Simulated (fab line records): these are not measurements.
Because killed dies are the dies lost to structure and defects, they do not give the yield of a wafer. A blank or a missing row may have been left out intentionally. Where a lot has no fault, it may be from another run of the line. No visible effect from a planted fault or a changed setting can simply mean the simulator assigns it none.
8D (eight disciplines) problem report, filled in by code	flow sky130	the parts of the form that need people (team, actions taken, sign-off) are left out

## 1. THE PROBLEM
Wafers without a fault read 29.997 mTorr, standard deviation 0.028; chamber-pressure-mTorr at SKY_VIA3_ETCH_14 reads a mean of 24.010 mTorr on 6 wafers belonging to 2 lots. So: -99 or more standard deviations from the usual mean.
The step: etches BARC in N2/H2, stops on SiO2, time 45.9 s, target depth 60 nm.
First seen on wafer L461.1, day 44 08:26, on rie-diel-03. Wafers with a number at this step in the record: 33, from 11 lots. The rule behind "out" and "out of limits": a value lying over 4 standard deviations away from the usual mean. All remaining wafers that have a number are taken as sound.

## 2. WHAT IT IS, WHAT IT ISN'T
question	is	is not
which readings at this step	chamber-pressure-mTorr	drypump-motor-current-A, n2-flow-sccm, oes-product-au, throttle-valve-pct
which lots	L461, L462	L445, L446, L447, L448, L449, L450, L452, L456, L468
which wafers of those lots	all that have a number	-
read on which tools	rie-diel-03	rie-diel-02
when	from day 44 08:26	up to then (24 sound wafers); but 3 sound wafers of L468 came after

## 3. WHAT RULES OUT EACH SUSPECT
Counting: a tool stays on the suspect list if, at a process step up to the reading, it processed all lots that are out and no sound lot following the first of them.
- rie-diel-03 at SKY_VIA3_ETCH_14 (etches BARC in N2/H2, stops on SiO2, time 45.9 s, target depth 60 nm): ruled out as a lasting fault. The sound lots L468 went through it after L461, its earliest lot that is out (day 44 08:26).
Left after counting: nothing in the record.

## 4. THE CAUSE (what the simulator had put in)
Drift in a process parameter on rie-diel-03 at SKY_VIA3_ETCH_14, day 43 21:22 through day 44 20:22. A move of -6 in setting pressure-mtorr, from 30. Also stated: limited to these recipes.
Counting ruled it out, wrongly.

## 5. THE EFFECT CHAIN, in route order
One row per reading whose mean, taken over the struck wafers that have a number, lies over 3 standard deviations from the usual. Only readings whose record carries a usual standard deviation are examined. hours: median over the lots of the time between each lot's start at the first step of this table that gives one and its start at this step. sigmas: the change, counted in usual standard deviations.
hours	step	reading	usual	on struck wafers	change	sigmas
0	SKY_VIA3_ETCH_14	chamber-pressure-mTorr	29.997 mTorr	24.010	-5.987	-99 or more
Here are the process steps it includes:
- SKY_VIA3_ETCH_14: etches BARC in N2/H2, stops on SiO2, time 45.9 s, target depth 60 nm.

## 6. WHAT WOULD HAVE CAUGHT IT SOONER
In this record the first reading out of limits was taken at day 44 08:26, 11 hours after the fault began at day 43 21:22.
